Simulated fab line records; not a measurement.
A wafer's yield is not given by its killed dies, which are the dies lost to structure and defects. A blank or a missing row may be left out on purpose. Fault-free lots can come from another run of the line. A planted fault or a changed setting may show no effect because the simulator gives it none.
Which tool was responsible? || flow sky130 || 24 lots with 72 wafers sampled at 6 steps, on a route of 708 steps

== WHAT EACH GAUGE READ, for each wafer ==
SKY_METAL1_THK_MEAS_06: measures by xrf. Usual: METAL1_ALCU_THK 244.5 nm, standard deviation 2.7.
{"lot": "L074", "measured": "day 31 15:20", "on": "film-metro-02", "METAL1_ALCU_THK (nm)": "246.1 244.3 243.8", "flag": ""}
{"lot": "L075", "measured": "day 31 22:16", "on": "film-metro-03", "METAL1_ALCU_THK (nm)": "249.5 245.3 246.7", "flag": ""}
{"lot": "L076", "measured": "day 31 22:44", "on": "film-metro-04", "METAL1_ALCU_THK (nm)": "244.7 244.9 245.3", "flag": ""}
{"lot": "L077", "measured": "day 32 13:40", "on": "film-metro-02", "METAL1_ALCU_THK (nm)": "245.3 246.2 241.7", "flag": ""}
{"lot": "L080", "measured": "day 33 23:24", "on": "film-metro-02", "METAL1_ALCU_THK (nm)": "241.9 247.7 244.1", "flag": ""}
{"lot": "L079", "measured": "day 34 02:46", "on": "film-metro-02", "METAL1_ALCU_THK (nm)": "240.0 241.7 242.2", "flag": ""}
{"lot": "L078", "measured": "day 34 03:28", "on": "film-metro-03", "METAL1_ALCU_THK (nm)": "248.1 247.7 249.8", "flag": ""}
{"lot": "L081", "measured": "day 34 08:43", "on": "film-metro-02", "METAL1_ALCU_THK (nm)": "242.4 245.0 242.5", "flag": ""}
{"lot": "L083", "measured": "day 34 15:08", "on": "film-metro-03", "METAL1_ALCU_THK (nm)": "247.8 245.0 246.5", "flag": ""}
{"lot": "L082", "measured": "day 34 15:26", "on": "film-metro-04", "METAL1_ALCU_THK (nm)": "246.6 243.8 242.9", "flag": ""}
{"lot": "L084", "measured": "day 34 18:37", "on": "film-metro-04", "METAL1_ALCU_THK (nm)": "242.8 238.8 241.8", "flag": ""}
{"lot": "L085", "measured": "day 35 10:27", "on": "film-metro-04", "METAL1_ALCU_THK (nm)": "246.0 245.7 247.4", "flag": ""}
{"lot": "L086", "measured": "day 35 17:14", "on": "film-metro-02", "METAL1_ALCU_THK (nm)": "245.5 244.5 245.1", "flag": ""}
{"lot": "L087", "measured": "day 36 00:24", "on": "film-metro-04", "METAL1_ALCU_THK (nm)": "249.5 244.5 246.7", "flag": ""}
{"lot": "L088", "measured": "day 36 04:22", "on": "film-metro-02", "METAL1_ALCU_THK (nm)": "247.0 243.1 244.5", "flag": ""}
{"lot": "L089", "measured": "day 36 11:34", "on": "film-metro-04", "METAL1_ALCU_THK (nm)": "246.6 245.3 244.3", "flag": ""}
{"lot": "L090", "measured": "day 36 18:59", "on": "film-metro-03", "METAL1_ALCU_THK (nm)": "245.4 243.5 243.0", "flag": ""}
{"lot": "L091", "measured": "day 37 02:55", "on": "film-metro-03", "METAL1_ALCU_THK (nm)": "243.5 248.9 247.4", "flag": ""}
{"lot": "L092", "measured": "day 37 12:37", "on": "film-metro-03", "METAL1_ALCU_THK (nm)": "241.2 242.4 240.4", "flag": ""}
{"lot": "L094", "measured": "day 38 02:13", "on": "film-metro-04", "METAL1_ALCU_THK (nm)": "240.1 238.5 240.9", "flag": ""}
{"lot": "L093", "measured": "day 38 02:32", "on": "film-metro-04", "METAL1_ALCU_THK (nm)": "245.7 245.2 244.2", "flag": ""}
{"lot": "L095", "measured": "day 38 21:07", "on": "film-metro-03", "METAL1_ALCU_THK (nm)": "246.8 245.2 248.0", "flag": ""}
{"lot": "L096", "measured": "day 38 22:22", "on": "film-metro-02", "METAL1_ALCU_THK (nm)": "239.0 239.2 244.9", "flag": ""}
{"lot": "L097", "measured": "day 38 22:41", "on": "film-metro-03", "METAL1_ALCU_THK (nm)": "244.8 241.8 243.4", "flag": ""}

SKY_VIA2_BOW_MEAS_03. Usual: VIA2_BOW 86 um, standard deviation 8.1.
{"lot": "L074", "measured": "day 35 02:25", "on": "film-metro-03", "VIA2_BOW (um)": "92 101 85", "flag": ""}
{"lot": "L075", "measured": "day 35 10:49", "on": "film-metro-03", "VIA2_BOW (um)": "87 77 94", "flag": ""}
{"lot": "L076", "measured": "day 35 11:29", "on": "film-metro-01", "VIA2_BOW (um)": "79 77 77", "flag": ""}
{"lot": "L077", "measured": "day 36 01:20", "on": "film-metro-01", "VIA2_BOW (um)": "93 84 76", "flag": ""}
{"lot": "L080", "measured": "day 37 10:31", "on": "film-metro-03", "VIA2_BOW (um)": "80 85 95", "flag": ""}
{"lot": "L079", "measured": "day 37 14:09", "on": "film-metro-01", "VIA2_BOW (um)": "88 76 81", "flag": ""}
{"lot": "L078", "measured": "day 37 15:38", "on": "film-metro-01", "VIA2_BOW (um)": "73 67 72", "flag": ""}
{"lot": "L081", "measured": "day 37 21:07", "on": "film-metro-03", "VIA2_BOW (um)": "77 77 88", "flag": ""}
{"lot": "L083", "measured": "day 38 01:40", "on": "film-metro-01", "VIA2_BOW (um)": "77 74 77", "flag": ""}
{"lot": "L082", "measured": "day 38 02:47", "on": "film-metro-03", "VIA2_BOW (um)": "106 93 88", "flag": ""}
{"lot": "L084", "measured": "day 38 06:12", "on": "film-metro-03", "VIA2_BOW (um)": "79 81 77", "flag": ""}
{"lot": "L085", "measured": "day 38 19:16", "on": "film-metro-01", "VIA2_BOW (um)": "81 86 91", "flag": ""}
{"lot": "L086", "measured": "day 39 03:01", "on": "film-metro-01", "VIA2_BOW (um)": "97 85 85", "flag": ""}
{"lot": "L087", "measured": "day 39 09:50", "on": "film-metro-03", "VIA2_BOW (um)": "102 97 93", "flag": ""}
{"lot": "L088", "measured": "day 39 13:42", "on": "film-metro-01", "VIA2_BOW (um)": "82 82 77", "flag": ""}
{"lot": "L089", "measured": "day 39 20:59", "on": "film-metro-02", "VIA2_BOW (um)": "90 85 97", "flag": ""}
{"lot": "L090", "measured": "day 40 03:54", "on": "film-metro-02", "VIA2_BOW (um)": "98 93 94", "flag": ""}
{"lot": "L091", "measured": "day 40 09:58", "on": "film-metro-02", "VIA2_BOW (um)": "82 89 88", "flag": ""}
{"lot": "L092", "measured": "day 40 18:27", "on": "film-metro-02", "VIA2_BOW (um)": "85 80 93", "flag": ""}
{"lot": "L094", "measured": "day 41 07:52", "on": "film-metro-03", "VIA2_BOW (um)": "88 79 92", "flag": ""}
{"lot": "L093", "measured": "day 41 08:46", "on": "film-metro-01", "VIA2_BOW (um)": "85 91 82", "flag": ""}
{"lot": "L095", "measured": "day 42 01:42", "on": "film-metro-02", "VIA2_BOW (um)": "85 87 92", "flag": ""}
{"lot": "L096", "measured": "day 42 03:00", "on": "film-metro-03", "VIA2_BOW (um)": "95 85 96", "flag": ""}
{"lot": "L097", "measured": "day 42 03:26", "on": "film-metro-02", "VIA2_BOW (um)": "86 97 88", "flag": ""}

SKY_METAL3_OVL_MEAS_14. Usual: METAL3_OVL -3 nm, standard deviation 6.8.
{"lot": "L074", "measured": "day 38 09:58", "on": "overlay-01", "METAL3_OVL (nm)": "-7 -8 1", "flag": ""}
{"lot": "L075", "measured": "day 38 17:42", "on": "overlay-02", "METAL3_OVL (nm)": "-17 -10 -16", "flag": ""}
{"lot": "L076", "measured": "day 38 20:34", "on": "overlay-01", "METAL3_OVL (nm)": "-5 -8 -4", "flag": ""}
{"lot": "L077", "measured": "day 39 09:13", "on": "overlay-01", "METAL3_OVL (nm)": "-1 3 2", "flag": ""}
{"lot": "L080", "measured": "day 40 14:52", "on": "overlay-01", "METAL3_OVL (nm)": "-12 -10 -13", "flag": ""}
{"lot": "L079", "measured": "day 40 19:25", "on": "overlay-01", "METAL3_OVL (nm)": "-1 -2 -2", "flag": ""}
{"lot": "L078", "measured": "day 40 20:07", "on": "overlay-01", "METAL3_OVL (nm)": "10 3 12", "flag": ""}
{"lot": "L081", "measured": "day 41 01:46", "on": "overlay-02", "METAL3_OVL (nm)": "-1 2 2", "flag": ""}
{"lot": "L083", "measured": "day 41 05:03", "on": "overlay-02", "METAL3_OVL (nm)": "1 11 -4", "flag": ""}
{"lot": "L082", "measured": "day 41 08:19", "on": "overlay-02", "METAL3_OVL (nm)": "-6 -1 0", "flag": ""}
{"lot": "L084", "measured": "day 41 09:37", "on": "overlay-01", "METAL3_OVL (nm)": "11 4 6", "flag": ""}
{"lot": "L085", "measured": "day 41 22:31", "on": "overlay-02", "METAL3_OVL (nm)": "0 -3 -7", "flag": ""}
{"lot": "L086", "measured": "day 42 05:07", "on": "overlay-02", "METAL3_OVL (nm)": "1 -7 -5", "flag": ""}
{"lot": "L087", "measured": "day 42 12:04", "on": "overlay-01", "METAL3_OVL (nm)": "-12 -4 -7", "flag": ""}
{"lot": "L088", "measured": "day 42 13:43", "on": "overlay-01", "METAL3_OVL (nm)": "-11 0 -5", "flag": ""}
{"lot": "L089", "measured": "day 42 21:50", "on": "overlay-01", "METAL3_OVL (nm)": "-9 -4 -8", "flag": ""}
{"lot": "L090", "measured": "day 43 04:53", "on": "overlay-01", "METAL3_OVL (nm)": "-9 -3 -4", "flag": ""}
{"lot": "L091", "measured": "day 43 10:39", "on": "overlay-01", "METAL3_OVL (nm)": "6 -3 7", "flag": ""}
{"lot": "L092", "measured": "day 43 18:04", "on": "overlay-02", "METAL3_OVL (nm)": "11 1 9", "flag": ""}
{"lot": "L094", "measured": "day 44 07:13", "on": "overlay-01", "METAL3_OVL (nm)": "-13 -15 -2", "flag": ""}
{"lot": "L093", "measured": "day 44 07:56", "on": "overlay-02", "METAL3_OVL (nm)": "10 2 8", "flag": ""}
{"lot": "L095", "measured": "day 44 23:06", "on": "overlay-01", "METAL3_OVL (nm)": "-16 -13 -12", "flag": ""}
{"lot": "L096", "measured": "day 45 00:36", "on": "overlay-01", "METAL3_OVL (nm)": "-1 0 -1", "flag": ""}
{"lot": "L097", "measured": "day 45 01:20", "on": "overlay-01", "METAL3_OVL (nm)": "-10 -5 -6", "flag": ""}

== TOOL THAT RAN EACH LOT (tool first, then ch and the chambers of the sampled wafers, then the start) ==
{"lot": "L074", "SKY_CONTACT_SPUTTER_23": "pvd-sputter-01, day 31 14:26", "SKY_METAL2_SPUTTER_01": "pvd-sputter-01, day 33 23:01", "SKY_METAL2_ETCH_18": "rie-metal-01 ch 0,1, day 35 01:11"}
{"lot": "L075", "SKY_CONTACT_SPUTTER_23": "pvd-sputter-02, day 31 21:20", "SKY_METAL2_SPUTTER_01": "pvd-sputter-04, day 34 07:04", "SKY_METAL2_ETCH_18": "rie-metal-01 ch 0,1, day 35 09:29"}
{"lot": "L076", "SKY_CONTACT_SPUTTER_23": "pvd-sputter-04, day 31 21:49", "SKY_METAL2_SPUTTER_01": "pvd-sputter-01, day 34 07:25", "SKY_METAL2_ETCH_18": "rie-metal-03 ch 0,1, day 35 10:09"}
{"lot": "L077", "SKY_CONTACT_SPUTTER_23": "pvd-sputter-02, day 32 12:29", "SKY_METAL2_SPUTTER_01": "pvd-sputter-01, day 34 21:29", "SKY_METAL2_ETCH_18": "rie-metal-02 ch 0,1, day 36 00:05"}
{"lot": "L080", "SKY_CONTACT_SPUTTER_23": "pvd-sputter-04, day 33 22:29", "SKY_METAL2_SPUTTER_01": "pvd-sputter-01, day 36 06:33", "SKY_METAL2_ETCH_18": "rie-metal-02 ch 0,1, day 37 09:17"}
{"lot": "L079", "SKY_CONTACT_SPUTTER_23": "pvd-sputter-01, day 34 01:50", "SKY_METAL2_SPUTTER_01": "pvd-sputter-03, day 36 10:24", "SKY_METAL2_ETCH_18": "rie-metal-01 ch 0,1, day 37 12:48"}
{"lot": "L078", "SKY_CONTACT_SPUTTER_23": "pvd-sputter-04, day 34 02:34", "SKY_METAL2_SPUTTER_01": "pvd-sputter-04, day 36 11:56", "SKY_METAL2_ETCH_18": "rie-metal-03 ch 0,1, day 37 14:25"}
{"lot": "L081", "SKY_CONTACT_SPUTTER_23": "pvd-sputter-04, day 34 07:47", "SKY_METAL2_SPUTTER_01": "pvd-sputter-01, day 36 16:52", "SKY_METAL2_ETCH_18": "rie-metal-01 ch 0, day 37 19:41"}
{"lot": "L083", "SKY_CONTACT_SPUTTER_23": "pvd-sputter-04, day 34 13:44", "SKY_METAL2_SPUTTER_01": "pvd-sputter-01, day 36 23:06", "SKY_METAL2_ETCH_18": "rie-metal-01 ch 0,1, day 38 00:26"}
{"lot": "L082", "SKY_CONTACT_SPUTTER_23": "pvd-sputter-02, day 34 14:25", "SKY_METAL2_SPUTTER_01": "pvd-sputter-01, day 36 23:26", "SKY_METAL2_ETCH_18": "rie-metal-03 ch 0,1, day 38 01:14"}
{"lot": "L084", "SKY_CONTACT_SPUTTER_23": "pvd-sputter-04, day 34 17:43", "SKY_METAL2_SPUTTER_01": "pvd-sputter-03, day 37 02:49", "SKY_METAL2_ETCH_18": "rie-metal-03 ch 0,1, day 38 04:56"}
{"lot": "L085", "SKY_CONTACT_SPUTTER_23": "pvd-sputter-01, day 35 09:32", "SKY_METAL2_SPUTTER_01": "pvd-sputter-01, day 37 16:59", "SKY_METAL2_ETCH_18": "rie-metal-01 ch 1, day 38 18:02"}
{"lot": "L086", "SKY_CONTACT_SPUTTER_23": "pvd-sputter-04, day 35 16:19", "SKY_METAL2_SPUTTER_01": "pvd-sputter-04, day 38 00:26", "SKY_METAL2_ETCH_18": "rie-metal-01 ch 0,1, day 39 01:46"}
{"lot": "L087", "SKY_CONTACT_SPUTTER_23": "pvd-sputter-04, day 35 23:29", "SKY_METAL2_SPUTTER_01": "pvd-sputter-01, day 38 06:59", "SKY_METAL2_ETCH_18": "rie-metal-01 ch 0, day 39 08:35"}
{"lot": "L088", "SKY_CONTACT_SPUTTER_23": "pvd-sputter-01, day 36 03:27", "SKY_METAL2_SPUTTER_01": "pvd-sputter-03, day 38 10:07", "SKY_METAL2_ETCH_18": "rie-metal-01 ch 0,1, day 39 12:27"}
{"lot": "L089", "SKY_CONTACT_SPUTTER_23": "pvd-sputter-04, day 36 10:39", "SKY_METAL2_SPUTTER_01": "pvd-sputter-01, day 38 18:08", "SKY_METAL2_ETCH_18": "rie-metal-03 ch 0,1, day 39 19:35"}
{"lot": "L090", "SKY_CONTACT_SPUTTER_23": "pvd-sputter-02, day 36 18:02", "SKY_METAL2_SPUTTER_01": "pvd-sputter-01, day 39 01:13", "SKY_METAL2_ETCH_18": "rie-metal-02 ch 0,1, day 40 02:38"}
{"lot": "L091", "SKY_CONTACT_SPUTTER_23": "pvd-sputter-04, day 37 01:59", "SKY_METAL2_SPUTTER_01": "pvd-sputter-01, day 39 07:53", "SKY_METAL2_ETCH_18": "rie-metal-01 ch 0,1, day 40 08:44"}
{"lot": "L092", "SKY_CONTACT_SPUTTER_23": "pvd-sputter-02, day 37 11:41", "SKY_METAL2_SPUTTER_01": "pvd-sputter-01, day 39 17:13", "SKY_METAL2_ETCH_18": "rie-metal-01 ch 0,1, day 40 17:08"}
{"lot": "L094", "SKY_CONTACT_SPUTTER_23": "pvd-sputter-02, day 38 01:13", "SKY_METAL2_SPUTTER_01": "pvd-sputter-03, day 40 06:20", "SKY_METAL2_ETCH_18": "rie-metal-01 ch 0,1, day 41 06:38"}
{"lot": "L093", "SKY_CONTACT_SPUTTER_23": "pvd-sputter-01, day 38 01:32", "SKY_METAL2_SPUTTER_01": "pvd-sputter-03, day 40 07:16", "SKY_METAL2_ETCH_18": "rie-metal-01 ch 0,1, day 41 07:31"}
{"lot": "L095", "SKY_CONTACT_SPUTTER_23": "pvd-sputter-04, day 38 20:11", "SKY_METAL2_SPUTTER_01": "pvd-sputter-03, day 41 00:20", "SKY_METAL2_ETCH_18": "rie-metal-01 ch 0,1, day 42 00:26"}
{"lot": "L096", "SKY_CONTACT_SPUTTER_23": "pvd-sputter-02, day 38 21:27", "SKY_METAL2_SPUTTER_01": "pvd-sputter-03, day 41 01:59", "SKY_METAL2_ETCH_18": "rie-metal-03 ch 0,1, day 42 01:46"}
{"lot": "L097", "SKY_CONTACT_SPUTTER_23": "pvd-sputter-04, day 38 21:45", "SKY_METAL2_SPUTTER_01": "pvd-sputter-04, day 41 02:14", "SKY_METAL2_ETCH_18": "rie-metal-02 ch 0,1, day 42 02:06"}
- SKY_CONTACT_SPUTTER_23: material TiN, target thk 20 nm, time 80 s.
- SKY_METAL2_SPUTTER_01: material TiN, target thk 20 nm, time 16.7 s.
- SKY_METAL2_ETCH_18: etches BARC in N2/H2, stops on SiO2, time 45.9 s, target depth 60 nm.

== WHAT THE TOOLS THEMSELVES READ (means of the sampled wafers that have a number; where no wafer has one, the mark that the record gives instead) ==
SKY_CONTACT_SPUTTER_23. Usual: chamber-pressure-pa 5.000 Pa, standard deviation 0.011; throttle-valve-pct 29.9 %, standard deviation 0.73.
{"lot": "L074", "tool": "pvd-sputter-01", "chamber-pressure-pa (Pa)": 4.992, "throttle-valve-pct (%)": 29.2, "flag": ""}
{"lot": "L075", "tool": "pvd-sputter-02", "chamber-pressure-pa (Pa)": 5.004, "throttle-valve-pct (%)": 29.7, "flag": ""}
{"lot": "L076", "tool": "pvd-sputter-04", "chamber-pressure-pa (Pa)": 5.009, "throttle-valve-pct (%)": 30.2, "flag": ""}
{"lot": "L077", "tool": "pvd-sputter-02", "chamber-pressure-pa (Pa)": 5.007, "throttle-valve-pct (%)": 30.1, "flag": ""}
{"lot": "L080", "tool": "pvd-sputter-04", "chamber-pressure-pa (Pa)": 5.005, "throttle-valve-pct (%)": 29.8, "flag": ""}
{"lot": "L079", "tool": "pvd-sputter-01", "chamber-pressure-pa (Pa)": 4.998, "throttle-valve-pct (%)": 29.8, "flag": ""}
{"lot": "L078", "tool": "pvd-sputter-04", "chamber-pressure-pa (Pa)": 5.001, "throttle-valve-pct (%)": 29.7, "flag": ""}
{"lot": "L081", "tool": "pvd-sputter-04", "chamber-pressure-pa (Pa)": 4.990, "throttle-valve-pct (%)": 30.7, "flag": ""}
{"lot": "L083", "tool": "pvd-sputter-04", "chamber-pressure-pa (Pa)": 4.997, "throttle-valve-pct (%)": 30.3, "flag": ""}
{"lot": "L082", "tool": "pvd-sputter-02", "chamber-pressure-pa (Pa)": 5.016, "throttle-valve-pct (%)": 30.1, "flag": ""}
{"lot": "L084", "tool": "pvd-sputter-04", "chamber-pressure-pa (Pa)": 5.003, "throttle-valve-pct (%)": 30.3, "flag": ""}
{"lot": "L085", "tool": "pvd-sputter-01", "chamber-pressure-pa (Pa)": 5.000, "throttle-valve-pct (%)": 29.2, "flag": ""}
{"lot": "L086", "tool": "pvd-sputter-04", "chamber-pressure-pa (Pa)": 5.005, "throttle-valve-pct (%)": 30.0, "flag": ""}
{"lot": "L087", "tool": "pvd-sputter-04", "chamber-pressure-pa (Pa)": 4.997, "throttle-valve-pct (%)": 29.8, "flag": ""}
{"lot": "L088", "tool": "pvd-sputter-01", "chamber-pressure-pa (Pa)": 4.990, "throttle-valve-pct (%)": 29.3, "flag": ""}
{"lot": "L089", "tool": "pvd-sputter-04", "chamber-pressure-pa (Pa)": 5.006, "throttle-valve-pct (%)": 30.2, "flag": ""}
{"lot": "L090", "tool": "pvd-sputter-02", "chamber-pressure-pa (Pa)": 4.997, "throttle-valve-pct (%)": 29.7, "flag": ""}
{"lot": "L091", "tool": "pvd-sputter-04", "chamber-pressure-pa (Pa)": 4.987, "throttle-valve-pct (%)": 30.2, "flag": ""}
{"lot": "L092", "tool": "pvd-sputter-02", "chamber-pressure-pa (Pa)": 4.998, "throttle-valve-pct (%)": 29.7, "flag": ""}
{"lot": "L094", "tool": "pvd-sputter-02", "chamber-pressure-pa (Pa)": 5.001, "throttle-valve-pct (%)": 29.9, "flag": ""}
{"lot": "L093", "tool": "pvd-sputter-01", "chamber-pressure-pa (Pa)": 5.009, "throttle-valve-pct (%)": 29.3, "flag": ""}
{"lot": "L095", "tool": "pvd-sputter-04", "chamber-pressure-pa (Pa)": 4.994, "throttle-valve-pct (%)": 30.4, "flag": ""}
{"lot": "L096", "tool": "pvd-sputter-02", "chamber-pressure-pa (Pa)": 4.989, "throttle-valve-pct (%)": 30.2, "flag": ""}
{"lot": "L097", "tool": "pvd-sputter-04", "chamber-pressure-pa (Pa)": 5.009, "throttle-valve-pct (%)": 30.0, "flag": ""}

SKY_METAL2_SPUTTER_01. Usual: chamber-pressure-pa 0.4000 Pa, standard deviation 0.0008; throttle-valve-pct 29.4 %, standard deviation 1.
{"lot": "L074", "tool": "pvd-sputter-01", "chamber-pressure-pa (Pa)": 0.3999, "throttle-valve-pct (%)": 28.5, "flag": ""}
{"lot": "L075", "tool": "pvd-sputter-04", "chamber-pressure-pa (Pa)": 0.4003, "throttle-valve-pct (%)": 30.4, "flag": ""}
{"lot": "L076", "tool": "pvd-sputter-01", "chamber-pressure-pa (Pa)": 0.4008, "throttle-valve-pct (%)": 29.2, "flag": ""}
{"lot": "L077", "tool": "pvd-sputter-01", "chamber-pressure-pa (Pa)": 0.4000, "throttle-valve-pct (%)": 29.1, "flag": ""}
{"lot": "L080", "tool": "pvd-sputter-01", "chamber-pressure-pa (Pa)": 0.3990, "throttle-valve-pct (%)": 29.4, "flag": ""}
{"lot": "L079", "tool": "pvd-sputter-03", "chamber-pressure-pa (Pa)": 0.4001, "throttle-valve-pct (%)": 30.1, "flag": ""}
{"lot": "L078", "tool": "pvd-sputter-04", "chamber-pressure-pa (Pa)": 0.3994, "throttle-valve-pct (%)": 30.3, "flag": ""}
{"lot": "L081", "tool": "pvd-sputter-01", "chamber-pressure-pa (Pa)": 0.4001, "throttle-valve-pct (%)": 29.4, "flag": ""}
{"lot": "L083", "tool": "pvd-sputter-01", "chamber-pressure-pa (Pa)": 0.4008, "throttle-valve-pct (%)": 29.2, "flag": ""}
{"lot": "L082", "tool": "pvd-sputter-01", "chamber-pressure-pa (Pa)": 0.3993, "throttle-valve-pct (%)": 28.4, "flag": ""}
{"lot": "L084", "tool": "pvd-sputter-03", "chamber-pressure-pa (Pa)": 0.4006, "throttle-valve-pct (%)": 28.5, "flag": ""}
{"lot": "L085", "tool": "pvd-sputter-01", "chamber-pressure-pa (Pa)": 0.4000, "throttle-valve-pct (%)": 29.3, "flag": ""}
{"lot": "L086", "tool": "pvd-sputter-04", "chamber-pressure-pa (Pa)": 0.4002, "throttle-valve-pct (%)": 30.7, "flag": ""}
{"lot": "L087", "tool": "pvd-sputter-01", "chamber-pressure-pa (Pa)": 0.3997, "throttle-valve-pct (%)": 28.6, "flag": ""}
{"lot": "L088", "tool": "pvd-sputter-03", "chamber-pressure-pa (Pa)": 0.4001, "throttle-valve-pct (%)": 28.8, "flag": ""}
{"lot": "L089", "tool": "pvd-sputter-01", "chamber-pressure-pa (Pa)": 0.3999, "throttle-valve-pct (%)": 29.2, "flag": ""}
{"lot": "L090", "tool": "pvd-sputter-01", "chamber-pressure-pa (Pa)": 0.4000, "throttle-valve-pct (%)": 29.2, "flag": ""}
{"lot": "L091", "tool": "pvd-sputter-01", "chamber-pressure-pa (Pa)": 0.4000, "throttle-valve-pct (%)": 29.3, "flag": ""}
{"lot": "L092", "tool": "pvd-sputter-01", "chamber-pressure-pa (Pa)": 0.3997, "throttle-valve-pct (%)": 29.3, "flag": ""}
{"lot": "L094", "tool": "pvd-sputter-03", "chamber-pressure-pa (Pa)": 0.4012, "throttle-valve-pct (%)": 29.9, "flag": ""}
{"lot": "L093", "tool": "pvd-sputter-03", "chamber-pressure-pa (Pa)": 0.4011, "throttle-valve-pct (%)": 29.8, "flag": ""}
{"lot": "L095", "tool": "pvd-sputter-03", "chamber-pressure-pa (Pa)": 0.4000, "throttle-valve-pct (%)": 29.4, "flag": ""}
{"lot": "L096", "tool": "pvd-sputter-03", "chamber-pressure-pa (Pa)": 0.4002, "throttle-valve-pct (%)": 28.2, "flag": ""}
{"lot": "L097", "tool": "pvd-sputter-04", "chamber-pressure-pa (Pa)": 0.4003, "throttle-valve-pct (%)": 29.7, "flag": ""}

SKY_METAL2_ETCH_18. Usual: drypump-motor-current-A 5.6 A, standard deviation 0.33; oes-product-au 0.854 a.u., standard deviation 0.0045; throttle-valve-pct 13.224 %, standard deviation 0.0093.
{"lot": "L074", "tool": "rie-metal-01", "drypump-motor-current-A (A)": 5.7, "oes-product-au (a.u.)": 0.859, "throttle-valve-pct (%)": 13.227, "flag": ""}
{"lot": "L075", "tool": "rie-metal-01", "drypump-motor-current-A (A)": 5.7, "oes-product-au (a.u.)": 0.851, "throttle-valve-pct (%)": 13.224, "flag": ""}
{"lot": "L076", "tool": "rie-metal-03", "drypump-motor-current-A (A)": 5.7, "oes-product-au (a.u.)": 0.856, "throttle-valve-pct (%)": 13.218, "flag": ""}
{"lot": "L077", "tool": "rie-metal-02", "drypump-motor-current-A (A)": 5.9, "oes-product-au (a.u.)": 0.853, "throttle-valve-pct (%)": 13.231, "flag": ""}
{"lot": "L080", "tool": "rie-metal-02", "drypump-motor-current-A (A)": 5.9, "oes-product-au (a.u.)": 0.855, "throttle-valve-pct (%)": 13.220, "flag": ""}
{"lot": "L079", "tool": "rie-metal-01", "drypump-motor-current-A (A)": 5.4, "oes-product-au (a.u.)": 0.860, "throttle-valve-pct (%)": 13.221, "flag": ""}
{"lot": "L078", "tool": "rie-metal-03", "drypump-motor-current-A (A)": 5.7, "oes-product-au (a.u.)": 0.854, "throttle-valve-pct (%)": 13.225, "flag": ""}
{"lot": "L081", "tool": "rie-metal-01", "drypump-motor-current-A (A)": 5.2, "oes-product-au (a.u.)": 0.851, "throttle-valve-pct (%)": 13.222, "flag": ""}
{"lot": "L083", "tool": "rie-metal-01", "drypump-motor-current-A (A)": 5.7, "oes-product-au (a.u.)": 0.859, "throttle-valve-pct (%)": 13.231, "flag": ""}
{"lot": "L082", "tool": "rie-metal-03", "drypump-motor-current-A (A)": 5.7, "oes-product-au (a.u.)": 0.857, "throttle-valve-pct (%)": 13.223, "flag": ""}
{"lot": "L084", "tool": "rie-metal-03", "drypump-motor-current-A (A)": 5.7, "oes-product-au (a.u.)": 0.856, "throttle-valve-pct (%)": 13.218, "flag": ""}
{"lot": "L085", "tool": "rie-metal-01", "drypump-motor-current-A (A)": 6.0, "oes-product-au (a.u.)": 0.855, "throttle-valve-pct (%)": 13.221, "flag": ""}
{"lot": "L086", "tool": "rie-metal-01", "drypump-motor-current-A (A)": 5.5, "oes-product-au (a.u.)": 0.853, "throttle-valve-pct (%)": 13.229, "flag": ""}
{"lot": "L087", "tool": "rie-metal-01", "drypump-motor-current-A (A)": 5.2, "oes-product-au (a.u.)": 0.855, "throttle-valve-pct (%)": 13.235, "flag": ""}
{"lot": "L088", "tool": "rie-metal-01", "drypump-motor-current-A (A)": 5.7, "oes-product-au (a.u.)": 0.858, "throttle-valve-pct (%)": 13.225, "flag": ""}
{"lot": "L089", "tool": "rie-metal-03", "drypump-motor-current-A (A)": 5.7, "oes-product-au (a.u.)": 0.851, "throttle-valve-pct (%)": 13.222, "flag": ""}
{"lot": "L090", "tool": "rie-metal-02", "drypump-motor-current-A (A)": 5.9, "oes-product-au (a.u.)": 0.855, "throttle-valve-pct (%)": 13.236, "flag": ""}
{"lot": "L091", "tool": "rie-metal-01", "drypump-motor-current-A (A)": 5.5, "oes-product-au (a.u.)": 0.854, "throttle-valve-pct (%)": 13.220, "flag": ""}
{"lot": "L092", "tool": "rie-metal-01", "drypump-motor-current-A (A)": 5.4, "oes-product-au (a.u.)": 0.857, "throttle-valve-pct (%)": 13.228, "flag": ""}
{"lot": "L094", "tool": "rie-metal-01", "drypump-motor-current-A (A)": 5.7, "oes-product-au (a.u.)": 0.858, "throttle-valve-pct (%)": 13.225, "flag": ""}
{"lot": "L093", "tool": "rie-metal-01", "drypump-motor-current-A (A)": 5.4, "oes-product-au (a.u.)": 0.853, "throttle-valve-pct (%)": 13.218, "flag": ""}
{"lot": "L095", "tool": "rie-metal-01", "drypump-motor-current-A (A)": 5.7, "oes-product-au (a.u.)": 0.852, "throttle-valve-pct (%)": 13.221, "flag": ""}
{"lot": "L096", "tool": "rie-metal-03", "drypump-motor-current-A (A)": 5.7, "oes-product-au (a.u.)": 0.854, "throttle-valve-pct (%)": 13.230, "flag": ""}
{"lot": "L097", "tool": "rie-metal-02", "drypump-motor-current-A (A)": 5.9, "oes-product-au (a.u.)": 0.846, "throttle-valve-pct (%)": 13.221, "flag": ""}

== THE ANSWER, worked out from the rows above alone ==
Rule: lot off if the mean of its wafers having a number is beyond 3 standard deviations from the usual mean. A lot without any number at a reading at which 4 lots or more have one is off too. Any other lot the step has rows for is counted as sound. After the gauges, taken in route order, come the tools' own readings; for these a lot's mean is taken, as printed above. The first step at which some lot is off is used, and at that step the reading that is off furthest; a lot without a number counts as furthest.
No lot is off at any reading shown: from this, nothing can be told.

== WHAT THE SIMULATOR HAD INSERTED ==
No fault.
